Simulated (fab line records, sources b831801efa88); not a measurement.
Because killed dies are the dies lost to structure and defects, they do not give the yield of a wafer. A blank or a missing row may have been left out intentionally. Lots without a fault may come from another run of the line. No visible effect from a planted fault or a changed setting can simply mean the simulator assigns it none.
Chamber matching -- flow sky130 -- rie_diel-03 running SKY_FIELD_ISO_ETCH_14: 4 sister chambers
The step etches BARC in N2/H2, stops on SiO2, time 45.9 s, target depth 60 nm. 4 wafers are shown with their chamber, then 9 later ones without.

== EACH WAFER AND ITS CHAMBER ==
wafer,chamber,drypump_motor_current_A (A)
L079.1,1,6.5
L081.2,0,5.3
L081.4,2,5.0
L081.6,3,6.3

== WAFERS MISSING THEIR CHAMBER ==
wafer,drypump_motor_current_A (A)
L082.1,6.3
L082.4,4.9
L082.5,6.3
L084.1,4.9
L084.3,6.5
L084.5,5.3
L086.2,4.9
L086.4,6.3
L086.6,6.5

== WHICH CHAMBER EACH ONE RAN IN ==
wafer,from the rows above,in truth
L082.1,3,3
L082.4,2,2
L082.5,3,3
L084.1,2,2
L084.3,1,1
L084.5,0,0
L086.2,2,2
L086.4,3,3
L086.6,1,1
Correctly placed: 9 of 9. From these rows, 0 cannot be placed. Placed wrongly: 0.
How it was worked out, from the rows above alone: a wafer's distance from a chamber is the root of the sum, over the readings, of the square of ((its reading less the chamber's mean) divided by the reading's scatter). The wafer belongs to the nearest chamber; if the next one is less than 2 further off, it can't be placed. The mean given for a chamber averages the wafers shown for that chamber. The scatter: with one shown wafer a chamber, the root of the mean of the squares of how far each hidden wafer lies from its nearest shown one.
